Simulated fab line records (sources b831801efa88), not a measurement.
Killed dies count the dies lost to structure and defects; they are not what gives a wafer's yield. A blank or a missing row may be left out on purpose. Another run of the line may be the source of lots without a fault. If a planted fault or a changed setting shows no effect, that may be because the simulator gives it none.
Which tool did it? -- flow sky130 -- Sampling: 12 lots, 33 wafers, 6 of 708 route steps

## WHAT THE GAUGES SHOWED, per wafer
SKY_FIELD_ISO_THK_MEAS_02.
lot,measured,on,FIELD_ISO_OXIDATION_00_THK (nm)
L673,day 1 16:15,film_metro-03,12.53 12.40 12.18
L676,day 2 02:38,film_metro-03,11.72 11.96 12.04
L677,day 2 08:29,film_metro-03,12.15 12.11 12.09
L679,day 2 22:03,film_metro-03,12.03 11.94 12.14
L680,day 3 00:28,film_metro-03,12.13 12.03 12.05
L684,day 3 18:38,film_metro-01,11.87 11.93
L687,day 4 10:49,film_metro-04,11.91 11.87
L688,day 4 15:59,film_metro-03,12.36 12.26
L689,day 4 19:38,film_metro-04,12.26 12.48 12.53
L692,day 5 11:43,film_metro-03,12.14 12.21 12.28
L694,day 5 21:10,film_metro-03,11.99 12.00 11.84
L696,day 6 09:55,film_metro-01,11.94 11.90 11.85

SKY_FIELD_ISO_THK_MEAS_23.
lot,measured,on,FIELD_ISO_OXIDATION_01_THK (nm)
L673,day 2 05:48,film_metro-03,10.42 10.33 10.49
L676,day 2 12:33,film_metro-03,10.13 9.83 9.95
L677,day 2 15:26,film_metro-01,9.99 10.02 10.04
L679,day 3 17:41,film_metro-03,10.21 10.32 10.18
L680,day 3 21:22,film_metro-01,10.22 10.19 10.27
L684,day 4 17:10,film_metro-03,10.00 10.04
L687,day 5 08:31,film_metro-03,10.30 10.46
L688,day 5 14:14,film_metro-04,10.23 10.14
L689,day 5 19:39,film_metro-04,9.82 9.88 10.02
L692,day 6 12:36,film_metro-01,9.89 9.79 9.74
L694,day 7 02:28,film_metro-01,9.63 9.51 9.67
L696,day 7 16:32,film_metro-03,9.80 9.69 9.95

SKY_PWDE_TW_MEAS_10.
lot,measured,on,PWDE_TW
L673,day 2 18:18,film_metro-03,372 373 372
L676,day 4 08:16,film_metro-01,375 372 372
L677,day 4 09:16,film_metro-02,380 382 382
L679,day 5 08:15,film_metro-01,374 374 374
L680,day 5 12:57,film_metro-01,375 375 375
L684,day 6 12:28,film_metro-01,417 373 416 374
L687,day 7 03:02,film_metro-03,418 374 416 374
L688,day 7 12:10,film_metro-01,418 372 416 373
L689,day 7 17:08,film_metro-03,372 372 373
L692,day 8 11:00,film_metro-02,382 381 380
L694,day 9 13:24,film_metro-02,380 382 381
L696,day 9 21:23,film_metro-02,379 379 380

SKY_NWELL_RS_MEAS_31: measures by four-point-probe.
lot,measured,on,PWDE_RS (ohm/sq)
L673,day 4 04:15,film_metro-03,5283 5264 5289
L676,day 5 21:42,film_metro-02,5265 5261 5295
L677,day 5 23:01,film_metro-02,5268 5272 5275
L679,day 6 23:03,film_metro-02,5295 5291 5290
L680,day 7 05:22,film_metro-03,5259 5252 5247
L684,day 8 04:24,film_metro-01,4004 5280 4001 5296
L687,day 8 21:36,film_metro-02,4004 5277 3998 5274
L688,day 9 06:52,film_metro-01,3998 5297 4000 5296
L689,day 9 12:29,film_metro-02,5278 5291 5289
L692,day 10 08:56,film_metro-03,5256 5248 5256
L694,day 11 12:58,film_metro-03,5260 5234 5251
L696,day 11 22:57,film_metro-03,5310 5316 5306

## WHAT TOOL EACH LOT RAN ON (gives the tool, then ch and the chambers of the sampled wafers, and finally the start)
lot,SKY_PWDE_IMPLANT_08,SKY_NWELL_STRIP_14
L673,"implanter-02 ch 0, day 2 18:03","plasma_asher-04 ch 0,1, day 3 10:18"
L676,"implanter-04 ch 0, day 4 08:01","plasma_asher-01 ch 0,1, day 5 02:20"
L677,"implanter-04 ch 0, day 4 09:02","plasma_asher-02 ch 0,1, day 5 03:20"
L679,"implanter-03 ch 0, day 5 08:00","plasma_asher-01 ch 0,1, day 6 03:11"
L680,"implanter-03 ch 0, day 5 12:43","plasma_asher-04 ch 0,1, day 6 08:56"
L684,"implanter-03 ch 0, day 6 12:13","plasma_asher-01 ch 0, day 7 08:18"
L687,"implanter-03 ch 0, day 7 02:47","plasma_asher-02 ch 0,1, day 7 23:11"
L688,"implanter-03 ch 0, day 7 11:56","plasma_asher-01 ch 1, day 8 08:03"
L689,"implanter-04 ch 0, day 7 16:53","plasma_asher-04 ch 1, day 8 13:03"
L692,"implanter-02 ch 0, day 8 10:45","plasma_asher-02 ch 0, day 9 10:29"
L694,"implanter-04 ch 0, day 9 13:10","plasma_asher-04 ch 1, day 10 11:35"
L696,"implanter-02 ch 0, day 9 21:08","plasma_asher-01 ch 0, day 10 21:20"
- SKY_PWDE_IMPLANT_08
- SKY_NWELL_STRIP_14: strips in O2/N2.

## AS READ BY THE TOOLS THEMSELVES (means over the sampled wafers that have a number; for cases with no such wafer, the mark the record gives instead)
SKY_PWDE_IMPLANT_08.
lot,tool,beam_on_s (s),faraday_current_uA
L673,implanter-02,9.91,20.5
L676,implanter-04,9.82,20.6
L677,implanter-04,9.99,20.3
L679,implanter-03,10.05,20.2
L680,implanter-03,9.86,20.5
L684,implanter-03,12.02,17.5
L687,implanter-03,12.10,17.4
L688,implanter-03,12.46,16.6
L689,implanter-04,9.96,20.4
L692,implanter-02,9.99,20.3
L694,implanter-04,9.92,20.5
L696,implanter-02,10.15,20.1

SKY_NWELL_STRIP_14.
lot,tool,drypump_motor_current_A (A),oes_product_au (a.u.),strip_time_to_endpoint_s (s)
L673,plasma_asher-04,5.5,0.725,36.79
L676,plasma_asher-01,5.7,0.725,36.94
L677,plasma_asher-02,6.4,0.720,37.02
L679,plasma_asher-01,5.7,0.727,36.83
L680,plasma_asher-04,5.9,0.722,36.94
L684,plasma_asher-01,5.4,0.724,36.88
L687,plasma_asher-02,6.3,0.721,36.91
L688,plasma_asher-01,5.9,0.720,36.90
L689,plasma_asher-04,5.0,0.721,36.99
L692,plasma_asher-02,6.4,0.721,36.95
L694,plasma_asher-04,5.1,0.729,36.96
L696,plasma_asher-01,5.4,0.725,36.87

## THE ANSWER, worked out from the rows above alone
Rule: what is usual is taken from the lots themselves. The widest of any qualifying gaps counts: lots, ordered by their means at a reading, are off when they make up no more than a third of the lots, leave a main group of 4 or more, and stand apart from it by 3 or more times the standard deviation of that group's means. If all means in a main group match to the digits the tables above print for the reading, that group is not used. Also off: a lot with no number at a reading for which 4 or more lots have one. Any other lot the step has rows for is counted as sound. The gauges are gone through in route order, then the tools' own readings, and for those a lot's mean is taken as printed above. At the first step where some lot is off, the reading lying furthest off is the one used; lots without a number count as furthest.
Off: L684, L687, L688, at SKY_PWDE_TW_MEAS_10 (PWDE_TW). Mean 377 and standard deviation 3.8 in the main group.
If a tool, at a process step before that reading, ran all the lots that are off and no sound lot after the first of them, it fits. Not tried: the gauges at SKY_PWDE_TW_MEAS_10; whatever is off there is also off at SKY_PWDE_IMPLANT_08, on other tools, and gauge error can't account for it. One candidate fits, namely implanter-03 at SKY_PWDE_IMPLANT_08. A fault onset in the window from L680 (day 5 12:43, its last sound lot) to L684 (day 6 12:13, its first lot off) fits.
The tool's own readings at SKY_PWDE_IMPLANT_08 bear it out: on the lots that are off they differ by more than 5 times the standard deviation of the sound lots' means. beam_on_s reads 12.19 s there against 9.96 s on the sound lots; faraday_current_uA reads 17.2 there against 20.4 on the sound lots.

## WHAT WAS PUT IN BY THE SIMULATOR
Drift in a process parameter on implanter-03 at SKY_PWDE_IMPLANT_08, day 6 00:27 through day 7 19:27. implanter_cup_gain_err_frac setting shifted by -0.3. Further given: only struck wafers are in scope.
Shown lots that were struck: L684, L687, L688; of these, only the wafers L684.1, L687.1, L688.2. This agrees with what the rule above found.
